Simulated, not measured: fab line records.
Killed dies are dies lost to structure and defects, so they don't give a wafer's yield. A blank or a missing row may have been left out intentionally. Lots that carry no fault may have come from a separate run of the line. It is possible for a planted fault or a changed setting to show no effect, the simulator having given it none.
Which tool did it? | flow gf180mcu | 7 lots with 21 wafers sampled at 3 steps, on a route of 602 steps

WHAT EACH GAUGE READ, for each wafer
GF_PSD_TW_MEAS_11.
lot  | measured     | on           | PSD_TW
L949 | day 14 19:17 | filmMetro-03 | 3141 3156 3142
L951 | day 15 11:20 | filmMetro-04 | 3223 3210 3203
L953 | day 16 00:17 | filmMetro-01 | 3217 3190 3200
L957 | day 17 10:50 | filmMetro-03 | 3158 3139 3141
L961 | day 19 00:08 | filmMetro-01 | 30 30 30
L969 | day 21 10:48 | filmMetro-04 | 3202 3196 3186
L971 | day 22 13:23 | filmMetro-01 | 3196 3204 3180

TOOL THAT RAN EACH LOT (tool first, then ch and the chambers of the sampled wafers, then the start)
lot  | GF_NSD_STRIP_11                     | GF_PSD_STRIP_10
L949 | plasmaAsher-04 ch 0,1, day 13 22:43 | plasmaAsher-01 ch 0,1, day 14 19:11
L951 | plasmaAsher-03 ch 0,1, day 14 13:40 | plasmaAsher-01 ch 0,1, day 15 11:14
L953 | plasmaAsher-03 ch 0,1, day 15 02:07 | plasmaAsher-04 ch 0,1, day 16 00:11
L957 | plasmaAsher-03 ch 0,1, day 16 12:08 | plasmaAsher-01 ch 0,1, day 17 10:43
L961 | plasmaAsher-02 ch 0,1, day 18 00:00 | plasmaAsher-01 ch 0,1, day 19 00:03
L969 | plasmaAsher-02 ch 0,1, day 20 10:31 | plasmaAsher-04 ch 0,1, day 21 10:42
L971 | plasmaAsher-04 ch 0,1, day 21 13:43 | plasmaAsher-01 ch 0,1, day 22 13:16
- GF_NSD_STRIP_11: strips in O2/N2.
- GF_PSD_STRIP_10: strips in O2/N2.

THE ANSWER, worked out from the rows above alone
Rule: usual is defined by the lots themselves. The widest of any qualifying gaps counts: lots, ordered by their means at a reading, are off when they make up no more than a third of the lots, leave a main group of 4 or more, and stand apart from it by 3 or more times the standard deviation of that group's means. The tables above print the reading to a certain number of digits; a main group whose means all agree to those digits is not used. A lot without any number at a reading at which 4 lots or more have one is off too. Where the step has rows for the other lots, those lots are counted as sound.
Off: L961, seen at GF_PSD_TW_MEAS_11 (PSD_TW). The main group: mean 3182, standard deviation 26.
If a tool, at a process step before that reading, ran all the lots that are off and no sound lot after the first of them, it fits. Those tools and the gauges at GF_PSD_TW_MEAS_11 are tried in the same way. None of those tried fits.

WHAT THE SIMULATOR PUT IN
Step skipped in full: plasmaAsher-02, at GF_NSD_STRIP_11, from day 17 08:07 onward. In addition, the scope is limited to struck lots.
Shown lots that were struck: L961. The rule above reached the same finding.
